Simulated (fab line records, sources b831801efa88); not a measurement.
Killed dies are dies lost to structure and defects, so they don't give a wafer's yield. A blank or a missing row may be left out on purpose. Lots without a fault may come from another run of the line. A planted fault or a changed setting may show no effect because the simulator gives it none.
Problem report in the 8D (eight disciplines) form, filled by code | flow sky130 | the parts of the form that need people (team, actions taken, sign-off) are left out

1. THE PROBLEM
METAL2_ALCU_RS at SKY_METAL2_RS_MEAS_05 reads a mean of 0.0913 ohm/sq on 3 wafers of 2 lots; wafers without a fault read 0.1266 ohm/sq with a standard deviation of 0.0012. That is -29 standard deviations from the usual mean.
The step: measures by four-point-probe.
First seen on wafer L394.4, day 37 15:07, on film_metro-02. The record holds 27 wafers of 9 lots with a number at this step. Rule for "out", or "out of limits": more than 4 standard deviations from the usual mean. The other wafers with a number count as sound.

2. WHAT IT IS AND WHAT IT IS NOT
question                    | is                           | is not
which readings at this step | METAL2_ALCU_RS               | -
which lots                  | L394, L397                   | L385, L387, L391, L395, L399, L405, L406
which wafers of those lots  | L394.4, L394.5, L397.5       | L394.1, L397.3, L397.6
read on which gauges        | film_metro-01, film_metro-02 | film_metro-04
when                        | from day 37 15:07            | up to then (10 sound wafers); but 14 sound wafers of L395, L397, L399, L405, L406 came after

3. SUSPECTS, AND WHAT RULES EACH OUT
Counting: a tool at a process step up to the reading stays a suspect if it ran every lot that is out. Sound lots after the first of them don't rule it out here, since some wafers of a struck lot are sound.
- the gauge at SKY_METAL2_RS_MEAS_05: ruled out. The wafers that are out were read on 2 gauges (film_metro-01, film_metro-02).
- pvd_sputter-02 at SKY_METAL2_SPUTTER_02 (material AlCu, target thk 250 nm, time 13.3 s): kept. It ran every lot that is out, first L394 (day 37 15:01); its last sound lot up to then is L391 (day 36 13:20).
Left after counting: pvd_sputter-02 at SKY_METAL2_SPUTTER_02.

4. THE CAUSE (what the simulator had put in)
Process parameter drift: pvd_sputter-02, from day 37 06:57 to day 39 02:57, at SKY_METAL2_SPUTTER_02. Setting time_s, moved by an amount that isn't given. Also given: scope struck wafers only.
Counting left only this tool.

5. THE CHAIN OF EFFECTS, in route order
Each row: a reading whose mean over the struck wafers that have a number lies more than 3 standard deviations from the usual. Only readings for which the record gives a usual standard deviation are gone through. hours: the time from each lot's start at the first step in this table that gives one to its start at this step, as a median over the lots. sigmas: the change in usual standard deviations.
hours | step                     | reading         | usual         | on struck wafers | change  | sigmas
0     | SKY_METAL2_RS_MEAS_05    | METAL2_ALCU_RS  | 0.1266 ohm/sq | 0.0913           | -0.0353 | -29
0     | SKY_METAL2_THK_MEAS_06   | METAL2_ALCU_THK | 246.3 nm      | 337.4            | +91.1   | +34
26    | SKY_METAL2_METAL_ETCH_19 | oes_product_au  | 0.855 a.u.    | 0.930            | +0.075  | +13
The process steps in it:
- SKY_METAL2_METAL_ETCH_19: etches the open film in Cl2/BCl3, stops on SiO2, target depth 360 nm, time 78 s.
Later measuring or inspecting steps at which every struck wafer that the step has a row for has a number for every such reading, and none has moved that far: SKY_METAL2_OVL_MEAS_16.

6. WHAT WOULD HAVE CAUGHT IT SOONER
In this record the first reading out of limits at a measuring or inspecting step was taken at day 37 15:07, 8 hours after the fault began at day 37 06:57.
Of the tool readings at SKY_METAL2_SPUTTER_02 for which the record gives a usual standard deviation, none was out on any struck wafer, so an alarm limit of 4 standard deviations on them would not have fired.
Of the lots that are out (2), L397 began SKY_METAL2_SPUTTER_02 on pvd_sputter-02 after day 37 15:07. A hold on the tool at that time would have spared it.
